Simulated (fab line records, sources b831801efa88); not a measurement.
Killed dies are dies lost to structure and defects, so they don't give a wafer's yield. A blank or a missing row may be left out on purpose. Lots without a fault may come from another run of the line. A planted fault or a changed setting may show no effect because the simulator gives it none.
A struck lot beside a sound one | flow sky130 | 14 steps out of a route of 708
Sound: wafers L972.3, L972.4, L972.5. Struck: wafers L971.1, L971.5, L971.6. The cause comes at the end.
At each step with rows: each side's tool, then ch and its chambers, then its first start. Under that, the readings that differ: sound wafers | struck wafers | difference of the means | sigmas: that difference in standard deviations of wafers without a fault.
alike: readings whose means differ by less than 2 such deviations, and words and numbers that are the same on both sides. not compared: withheld readings, readings that some wafer has no value for, bounds like >300 that may hide the same value, and numbers for which the record gives no deviation and whose values overlap.
The two part at a step that has a row with sigmas, a row that says differs or no value, or rows on one side only. Numbers that don't overlap but have no deviation are shown without sigmas and don't part them. A reading that every wafer of one side lacks parts them only if that side has two wafers or more.

first, 1 step without rows for these wafers: SKY_VT_ADJUST_HVTP_DEVELOP_06 (develop time 60 s).
SKY_VT_ADJUST_HVTP_CD_MEAS_07: target cd 380 nm.
  sound on cd_sem-01, day 11 03:55; struck on cd_sem-02, day 10 23:50
  alike: cd_nm
SKY_VT_ADJUST_HVTP_OVL_MEAS_08:
  sound on overlay-01, day 11 04:01; struck on overlay-01, day 10 23:58
  alike: VT_ADJUST_HVTP_OVL
then, 1 step without rows for these wafers: SKY_VT_ADJUST_HVTP_IMPLANT_09.
SKY_VT_ADJUST_HVTP_STRIP_10: strips in O2/N2.
  sound on plasma_asher-04 ch 0,1, day 11 04:13; struck on plasma_asher-02 ch 0,1, day 11 00:08
  alike: drypump_motor_current_A, oes_product_au, strip_time_to_endpoint_s
  not compared: rf_hours_counter_h
SKY_VT_ADJUST_HVTP_TW_MEAS_11:
  sound on film_metro-01, day 11 04:19; struck on film_metro-01, day 11 00:14
  alike: VT_ADJUST_HVTP_TW
then, 6 steps without rows for these wafers: SKY_VT_ADJUST_LVTN_DEHYDRATE_00 (time 60 s); SKY_VT_ADJUST_LVTN_HMDS_01 (prime time 60 s); SKY_VT_ADJUST_LVTN_COAT_02 (resist thk 3000 nm); SKY_VT_ADJUST_LVTN_SOFTBAKE_03; SKY_VT_ADJUST_LVTN_EXPOSE_04 (exposes mask NWM COMPLEMENT LESS NATIVE, target cd 840 nm); SKY_VT_ADJUST_LVTN_PEB_05.
SKY_VT_ADJUST_LVTN_DEVELOP_06: develop time 60 s.
  sound on litho_track-02 ch 0, day 12 03:00; struck on litho_track-03, day 11 22:00
  no value came back on the struck wafers for chill_plate_temp_C (C), develop_time_s (s), exhaust_pa (Pa), resist_line_temp_C (C); on the sound wafers chill_plate_temp_C (C) reads 22.98 23.02 23.12
SKY_VT_ADJUST_LVTN_OVL_MEAS_07:
  sound on overlay-02, day 12 03:19; struck on overlay-01, day 11 22:53
  reading                 | sound       | struck | difference                    | sigmas
  VT_ADJUST_LVTN_OVL (nm) | 0.5 2.0 1.0 | - - -  | no value on the struck wafers |

WHERE THEY PART
First at SKY_VT_ADJUST_LVTN_DEVELOP_06; last, within this record, at SKY_VT_ADJUST_LVTN_OVL_MEAS_07.

WHY: what the simulator had put in
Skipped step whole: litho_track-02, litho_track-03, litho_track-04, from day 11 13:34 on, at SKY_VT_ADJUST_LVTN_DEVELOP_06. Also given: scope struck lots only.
